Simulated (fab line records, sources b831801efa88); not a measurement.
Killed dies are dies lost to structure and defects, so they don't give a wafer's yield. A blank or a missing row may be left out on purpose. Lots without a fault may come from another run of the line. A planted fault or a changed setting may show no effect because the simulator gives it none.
One fault seen from 2 desks | flow sky130 | each desk has only its own numbers; what lay behind them comes last

THE TOOL OWNER'S DESK: pecvd-04
The tool's own readings at SKY_PASSIVATION_CVD_02 (deposits Si3N4, target thk 540 nm): means of the sampled wafers that have a number, for each lot that ran on this tool. A lot is out of limits, marked OUT, if its mean lies more than 4 standard deviations from the usual mean; the brackets give that distance.
Columns: A = heater_power_w at SKY_PASSIVATION_CVD_02, usual 782 W
lot  | first seen here | A
L299 | day 46 18:21    | 778
L305 | day 48 06:28    | 703
L308 | day 49 09:23    | 720
This desk's finding: nothing out of limits on any of the 3 lots.

THE METROLOGY DESK
What the gauges read, lot by lot, whatever tool the lot ran on: means of the sampled wafers that have a number. A lot is out of limits, marked OUT, if its mean lies more than 4 standard deviations from the usual mean; the brackets give that distance.
Columns: A = PASSIVATION_CVD_00_THK at SKY_PASSIVATION_THK_MEAS_01, usual 90.2 nm; B = PASSIVATION_CVD_02_THK at SKY_PASSIVATION_THK_MEAS_03, usual 541 nm
lot  | first seen here | A    | B
L289 | day 44 09:38    | 89.2 | 550
L294 | day 45 18:26    | 90.4 | 544
L299 | day 46 18:17    | 90.9 | 524
L305 | day 48 06:25    | 89.5 | 592 (+6.3) OUT
L309 | day 49 09:14    | 90.3 | 541
L308 | day 49 09:19    | 90.1 | 596 (+6.7) OUT
This desk's finding: out of limits on L305, L308; first on L305, day 48 06:42 (PASSIVATION_CVD_02_THK at SKY_PASSIVATION_THK_MEAS_03). In limits: L289, L294, L299, L309.

PUT TOGETHER
The metrology desk could have raised an alarm at day 48 06:42, on L305, L308.
The tool owner's desk saw nothing out of limits.
The tool owner's desk has L305, L308 on record, within its limits.
Of the lots named, all ran SKY_PASSIVATION_CVD_02 on pecvd-04.

WHAT THE SIMULATOR HAD PUT IN
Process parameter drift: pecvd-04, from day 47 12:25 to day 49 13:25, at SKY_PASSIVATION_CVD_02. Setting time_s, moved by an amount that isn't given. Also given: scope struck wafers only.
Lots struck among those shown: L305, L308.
Hours from the fault's start to each desk's first reading out of limits: the metrology desk, 18.
